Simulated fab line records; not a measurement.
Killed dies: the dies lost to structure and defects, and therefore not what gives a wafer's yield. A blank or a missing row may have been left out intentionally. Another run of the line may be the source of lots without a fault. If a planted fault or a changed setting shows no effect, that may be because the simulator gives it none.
What tool caused it? -- flow sky130 -- 11 lots with 33 wafers sampled at 6 steps, on a route of 708 steps

== WHAT THE GAUGES SHOWED, per wafer ==
SKY_FIELD_ISO_THK_MEAS_23. Usual: FIELD_ISO_OXIDATION_01_THK typically reads 10.09 nm, with standard deviation 0.19.
lot,measured,on,FIELD_ISO_OXIDATION_01_THK (nm),flag
L937,day 2 05:52,film-metro-03,10.11 10.27 10.28,
L940,day 3 02:13,film-metro-03,10.38 10.36 10.34,
L945,day 3 22:34,film-metro-03,10.05 10.13 10.03,
L947,day 4 11:32,film-metro-01,9.95 10.03 9.92,
L954,day 6 03:29,film-metro-03,10.11 10.09 10.09,
L955,day 6 03:29,film-metro-01,10.21 10.10 10.19,
L956,day 6 13:21,film-metro-01,10.09 10.33 10.27,
L957,day 6 22:33,film-metro-03,10.05 9.69 9.74,
L958,day 6 22:34,film-metro-02,9.86 9.91 10.01,
L959,day 7 08:16,film-metro-02,9.62 9.76 9.68,
L960,day 7 09:26,film-metro-03,9.88 10.12 10.11,

SKY_NWELL_THK_MEAS_02. Usual: NWELL_OXIDATION_THK typically reads 10.00 nm, with standard deviation 0.22.
lot,measured,on,NWELL_OXIDATION_THK (nm),flag
L937,day 2 10:21,film-metro-04,10.13 10.25 10.32,
L940,day 3 06:32,film-metro-04,9.65 9.75 9.71,
L945,day 4 03:10,film-metro-04,10.30 10.27 10.24,
L947,day 4 18:08,film-metro-01,10.50 10.23 10.40,
L954,day 6 19:01,film-metro-01,9.94 9.86 9.88,
L955,day 6 19:01,film-metro-04,9.74 9.78 9.89,
L956,day 7 01:27,film-metro-03,9.71 9.70 9.66,
L957,day 7 07:05,film-metro-04,9.85 9.78 9.71,
L958,day 7 05:43,film-metro-04,9.99 10.01 9.74,
L959,day 7 14:21,film-metro-01,10.17 10.02 10.00,
L960,day 7 14:21,film-metro-04,9.84 10.09 9.76,

SKY_NWELL_OVL_MEAS_10. Usual: NWELL_00_OVL typically reads 0.1 nm, with standard deviation 1.3.
lot,measured,on,NWELL_00_OVL (nm),flag
L937,day 4 09:46,overlay-01,1.7 -0.1 0.9,
L940,day 5 08:07,overlay-02,-0.1 -1.8 -0.3,
L945,day 6 07:41,overlay-01,0.6 -0.2 -0.4,
L947,day 6 22:38,overlay-02,- - -,OFF
L954,day 9 06:52,overlay-02,0.4 0.2 1.0,
L955,day 9 07:13,overlay-02,0.9 2.5 0.6,
L956,day 9 13:58,overlay-01,0.1 1.9 0.3,
L957,day 9 20:40,overlay-01,-3.0 -1.3 -1.1,
L958,day 9 19:59,overlay-01,1.5 3.0 0.4,
L959,day 10 05:29,overlay-01,-0.1 -0.4 1.2,
L960,day 10 04:58,overlay-01,1.2 0.5 1.3,

SKY_NWELL_TW_MEAS_15. Usual: NWELL_TW typically reads 1808, with standard deviation 18.
lot,measured,on,NWELL_TW,flag
L937,day 4 10:21,film-metro-04,1800 1799 1796,
L940,day 5 08:42,film-metro-03,1782 1794 1798,
L945,day 6 08:16,film-metro-01,1835 1836 1819,
L947,day 6 23:13,film-metro-04,30 30 30,OFF
L954,day 9 07:27,film-metro-04,1796 1785 1792,
L955,day 9 07:48,film-metro-04,1795 1789 1791,
L956,day 9 14:34,film-metro-01,1848 1842 1837,
L957,day 9 21:16,film-metro-03,1793 1780 1783,
L958,day 9 20:34,film-metro-01,1827 1825 1828,
L959,day 10 06:04,film-metro-03,1789 1798 1800,
L960,day 10 05:34,film-metro-03,1797 1801 1796,

== WHICH TOOL RAN EACH LOT (tool, then ch and the chambers of the sampled wafers, then the start) ==
lot,SKY_NWELL_EXPOSE_07,SKY_NWELL_STRIP_14
L937,"iline-stepper-01 ch 0, day 4 01:52","plasma-asher-02 ch 0,1, day 4 10:15"
L940,"iline-stepper-02 ch 0, day 4 23:23","plasma-asher-04 ch 0,1, day 5 08:36"
L945,"iline-stepper-01 ch 0, day 5 22:58","plasma-asher-03 ch 0,1, day 6 08:10"
L947,"iline-stepper-01 ch 0, day 6 13:49","plasma-asher-04 ch 0, day 6 23:07"
L954,"iline-stepper-01 ch 0, day 8 21:03","plasma-asher-03 ch 0,1, day 9 07:21"
L955,"iline-stepper-02 ch 0, day 8 21:21","plasma-asher-02 ch 0, day 9 07:42"
L956,"iline-stepper-02 ch 0, day 9 03:28","plasma-asher-03 ch 0,1, day 9 14:28"
L957,"iline-stepper-02 ch 0, day 9 09:23","plasma-asher-03 ch 0,1, day 9 21:09"
L958,"iline-stepper-02 ch 0, day 9 08:53","plasma-asher-04 ch 0,1, day 9 20:29"
L959,"iline-stepper-01 ch 0, day 9 18:41","plasma-asher-03 ch 0,1, day 10 05:58"
L960,"iline-stepper-02 ch 0, day 9 17:58","plasma-asher-02 ch 0,1, day 10 05:28"
- SKY_NWELL_EXPOSE_07: exposes mask NWM, target cd 840 nm.
- SKY_NWELL_STRIP_14: strips in O2/N2.

== AS READ BY THE TOOLS THEMSELVES (means over the sampled wafers that have a number; for cases with no such wafer, the mark the record gives instead) ==
SKY_NWELL_EXPOSE_07. Usual: stage-vel-mm-s 499.99 mm/s, standard deviation 0.27.
lot,tool,stage-vel-mm-s (mm/s),flag
L937,iline-stepper-01,500.28,
L940,iline-stepper-02,499.98,
L945,iline-stepper-01,499.93,
L947,iline-stepper-01,500.08,
L954,iline-stepper-01,500.12,
L955,iline-stepper-02,499.81,
L956,iline-stepper-02,499.99,
L957,iline-stepper-02,499.96,
L958,iline-stepper-02,500.16,
L959,iline-stepper-01,499.73,
L960,iline-stepper-02,499.83,

SKY_NWELL_STRIP_14. Usual: drypump-motor-current-A 5.76 A, standard deviation 0.26; oes-product-au 0.722 a.u., standard deviation 0.0043; strip-time-to-endpoint-s 37.02 s, standard deviation 0.11.
lot,tool,drypump-motor-current-A (A),oes-product-au (a.u.),strip-time-to-endpoint-s (s),flag
L937,plasma-asher-02,6.02,0.724,37.05,
L940,plasma-asher-04,5.36,0.725,37.15,
L945,plasma-asher-03,5.82,0.723,36.97,
L947,plasma-asher-04,5.52,0.724,37.05,
L954,plasma-asher-03,5.78,0.730,36.92,
L955,plasma-asher-02,6.00,0.723,36.88,
L956,plasma-asher-03,5.83,0.723,36.92,
L957,plasma-asher-03,5.81,0.720,37.01,
L958,plasma-asher-04,5.36,0.725,37.12,
L959,plasma-asher-03,5.78,0.721,37.00,
L960,plasma-asher-02,6.02,0.720,37.21,

== THE ANSWER, worked out from the rows above alone ==
Rule: a lot is off if the mean of its wafers that have a number lies more than 3 standard deviations from the usual mean. A lot without any number at a reading at which 4 lots or more have one is off too. All remaining lots with rows at the step are treated as sound. The gauges are gone through in route order, then the tools' own readings, and for those a lot's mean is taken as printed above. At the first step where some lot is off, the reading lying furthest off is the one used; lots without a number count as furthest.
Off: L947, at SKY_NWELL_OVL_MEAS_10 (NWELL_00_OVL). Without a number there: L947.
A tool fits if, at a process step before that reading, it ran every lot that is off, and no sound lot after the first of them. The gauges at SKY_NWELL_OVL_MEAS_10 aren't tried: what is off there is off at SKY_NWELL_TW_MEAS_15 too, on other tools, and a gauge's error can't cause that. None of those tried fits.

== WHAT THE SIMULATOR HAD PUT IN ==
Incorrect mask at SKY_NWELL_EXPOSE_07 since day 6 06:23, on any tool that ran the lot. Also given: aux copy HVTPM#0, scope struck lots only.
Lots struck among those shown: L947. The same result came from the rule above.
